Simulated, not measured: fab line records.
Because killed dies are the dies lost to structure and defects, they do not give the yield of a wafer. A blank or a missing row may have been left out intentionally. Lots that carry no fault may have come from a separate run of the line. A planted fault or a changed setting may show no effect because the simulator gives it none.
Chamber matching    flow gf180mcu    GF_POLY_GATE_ETCH_13 on rie_si-02: 4 sister chambers
The step etches poly-Si in HBr/Cl2, stops on SiO2, target depth 198.5 nm, time 69.6 s. 7 wafers are shown with their chamber, then 7 later ones without.

## WAFERS WITH THEIR CHAMBER
wafer   chamber  drypump_motor_current_A (A)  HBr_flow_sccm (sccm)
L619.4  2        5.9                          150.2
L620.3  3        6.2                          150.5
L627.2  3        6.1                          150.0
L627.4  1        5.7                          150.1
L627.6  0        6.5                          148.8
L628.1  1        5.8                          150.6
L628.3  0        6.5                          149.7

## WAFERS WITH NO CHAMBER GIVEN
wafer   drypump_motor_current_A (A)  HBr_flow_sccm (sccm)
L628.5  5.9                          150.2
L633.1  5.8                          148.7
L633.3  6.1                          149.3
L633.5  6.1                          149.6
L635.2  5.7                          150.1
L635.3  6.1                          149.8
L635.4  6.5                          150.3

## WHICH CHAMBER EACH ONE RAN IN
wafer   from the rows above      in truth
L628.5  2                        2
L633.1  can't be placed: 1 or 2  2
L633.3  can't be placed: 3 or 2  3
L633.5  3                        3
L635.2  1                        1
L635.3  3                        3
L635.4  0                        0
5 of 7 placed correctly. From these rows, 2 cannot be placed; in 2 the true chamber is one of the candidates. Number placed wrongly: 0.
How it was worked out, from the rows above alone: a wafer's distance from a chamber is the root of the sum, over the readings, of the square of ((its reading less the chamber's mean) divided by the reading's scatter). The wafer belongs to the nearest chamber; if the next one is less than 2 further off, it can't be placed. Each chamber's mean is taken over the wafers shown for it. How the scatter is found: for the shown wafers, subtract from each reading the mean of its chamber, square and add these, divide the total by (wafers less chambers), then take the root.
